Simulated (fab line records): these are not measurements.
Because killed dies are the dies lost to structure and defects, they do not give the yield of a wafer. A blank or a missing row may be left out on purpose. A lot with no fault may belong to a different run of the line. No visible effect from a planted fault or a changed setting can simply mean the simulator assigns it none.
Which tool is to blame?    flow gf180mcu    11 lots, 33 wafers sampled, at 3 steps of a route of 602

## WHAT THE GAUGES READ, wafer by wafer
GF_V4_RS_MEAS_24: uses a four-point probe to measure.
lot   measured      on             V4_W_RS (ohm/sq)
L986  day 24 05:11  film metro-03  0.331 0.336 0.337
L989  day 25 18:14  film metro-01  0.333 0.330 0.337
L990  day 25 20:38  film metro-03  0.327 0.337 0.327
L991  day 26 17:34  film metro-01  0.327 0.333 0.333
L994  day 27 01:13  film metro-03  0.326 0.329 0.324
L993  day 27 02:45  film metro-01  0.326 0.325 0.326
L995  day 27 08:11  film metro-01  0.327 0.333 0.327
L996  day 27 23:00  film metro-03  0.338 0.334 0.329
L999  day 28 15:25  film metro-02  0.331 0.323 0.327
L100  day 28 23:44  film metro-03  0.332 0.335 0.334
L105  day 30 07:17  film metro-01  0.186 0.187 0.324

## TOOL THAT RAN EACH LOT (tool first, then ch and the chambers of the sampled wafers, then the start)
lot   GF_V4_STRIP_18                        GF_V4_CVD_23
L986  plasma asher-01 ch 0,1, day 24 04:23  cvd w-01 ch 0,1, day 24 05:03
L989  plasma asher-01 ch 1, day 25 17:29    cvd w-01 ch 0,1, day 25 18:07
L990  plasma asher-02 ch 0,1, day 25 19:52  cvd w-02 ch 0,1, day 25 20:31
L991  plasma asher-04 ch 0,1, day 26 16:47  cvd w-01 ch 0,1, day 26 17:27
L994  plasma asher-04 ch 0,1, day 27 00:25  cvd w-01 ch 0,1, day 27 01:05
L993  plasma asher-04 ch 0,1, day 27 01:56  cvd w-02 ch 0,1, day 27 02:34
L995  plasma asher-02 ch 0,1, day 27 07:24  cvd w-01 ch 0,1, day 27 08:03
L996  plasma asher-01 ch 0,1, day 27 22:14  cvd w-01 ch 0,1, day 27 22:52
L999  plasma asher-02 ch 1, day 28 14:40    cvd w-02 ch 0,1, day 28 15:19
L100  plasma asher-04 ch 0, day 28 22:59    cvd w-01 ch 1, day 28 23:37
L105  plasma asher-01 ch 0,1, day 30 06:31  cvd w-02 ch 0,1, day 30 07:09
- GF_V4_STRIP_18: strips in O2/N2.
- GF_V4_CVD_23: deposits W, target thk 350 nm, time 104.9 s.

## THE ANSWER, worked out from the rows above alone
Rule: what is usual is taken from the lots themselves. The widest of any qualifying gaps counts: lots, ordered by their means at a reading, are off when they make up no more than a third of the lots, leave a main group of 4 or more, and stand apart from it by 3 or more times the standard deviation of that group's means. A main group whose means are all the same, to the digits that the tables above print for the reading, isn't used. Also off: a lot with no number at a reading for which 4 or more lots have one. All remaining lots with rows at the step are treated as sound.
Off: L105, seen at GF_V4_RS_MEAS_24 (V4_W_RS). Mean 0.330 ohm/sq and standard deviation 0.0032 in the main group.
If a tool, at a process step before that reading, ran all the lots that are off and no sound lot after the first of them, it fits. The gauges at GF_V4_RS_MEAS_24 are tried like those tools. Can't be told from this: 3 tools fit, plasma asher-01 at GF_V4_STRIP_18, cvd w-02 at GF_V4_CVD_23, film metro-01 at GF_V4_RS_MEAS_24.

## WHAT THE SIMULATOR HAD PUT IN
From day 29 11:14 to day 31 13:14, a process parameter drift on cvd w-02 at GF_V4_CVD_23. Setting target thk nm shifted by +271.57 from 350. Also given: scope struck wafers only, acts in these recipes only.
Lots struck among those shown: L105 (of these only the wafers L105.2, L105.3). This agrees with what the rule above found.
